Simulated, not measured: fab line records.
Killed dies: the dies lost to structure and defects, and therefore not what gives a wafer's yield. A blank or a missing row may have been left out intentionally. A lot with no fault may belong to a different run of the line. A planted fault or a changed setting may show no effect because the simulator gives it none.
Matching of chambers -- flow sky130 -- SKY_LI_CONTACT_ETCH_15 on rie-diel-03: 4 sister chambers
The step etches PSG in C4F8/O2/Ar, stops on Si, target depth 600 nm. 4 wafers are shown with their chamber, then 12 later ones without.

## WAFERS WITH THEIR CHAMBER
wafer,chamber,chamber-pressure-mTorr (mTorr)
L082.5,2,39.96
L083.1,0,39.98
L083.2,3,40.03
L083.4,1,39.99

## WAFERS MISSING THEIR CHAMBER
wafer,chamber-pressure-mTorr (mTorr)
L084.3,39.98
L084.5,40.00
L084.6,40.03
L086.3,39.92
L086.5,40.03
L086.6,39.98
L088.2,40.03
L088.3,40.05
L088.6,40.10
L097.2,39.97
L097.3,39.96
L097.6,40.00

## WHICH CHAMBER EACH WENT THROUGH
wafer,from the rows above,in truth
L084.3,can't be placed: 0 or 1 or 2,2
L084.5,can't be placed: 1 or 0 or 3 or 2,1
L084.6,can't be placed: 3 or 1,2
L086.3,can't be placed: 2 or 0 or 1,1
L086.5,can't be placed: 3 or 1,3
L086.6,can't be placed: 0 or 1 or 2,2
L088.2,can't be placed: 3 or 1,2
L088.3,can't be placed: 3 or 1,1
L088.6,can't be placed: 3 or 1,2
L097.2,can't be placed: 0 or 2 or 1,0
L097.3,can't be placed: 2 or 0 or 1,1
L097.6,can't be placed: 1 or 0 or 3 or 2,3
Correct placement for 0 of the 12. From these rows, 12 cannot be placed; in 9 the true chamber is one of the candidates. Placed wrongly: 0.
How it was worked out, from the rows above alone: a wafer's distance from a chamber is the root of the sum, over the readings, of the square of ((its reading less the chamber's mean) divided by the reading's scatter). The wafer belongs to the nearest chamber; if the next one is less than 2 further off, it can't be placed. The mean given for a chamber averages the wafers shown for that chamber. The scatter (one wafer shown for each chamber): square how far every hidden wafer sits from the nearest shown wafer, average those squares and take the square root.
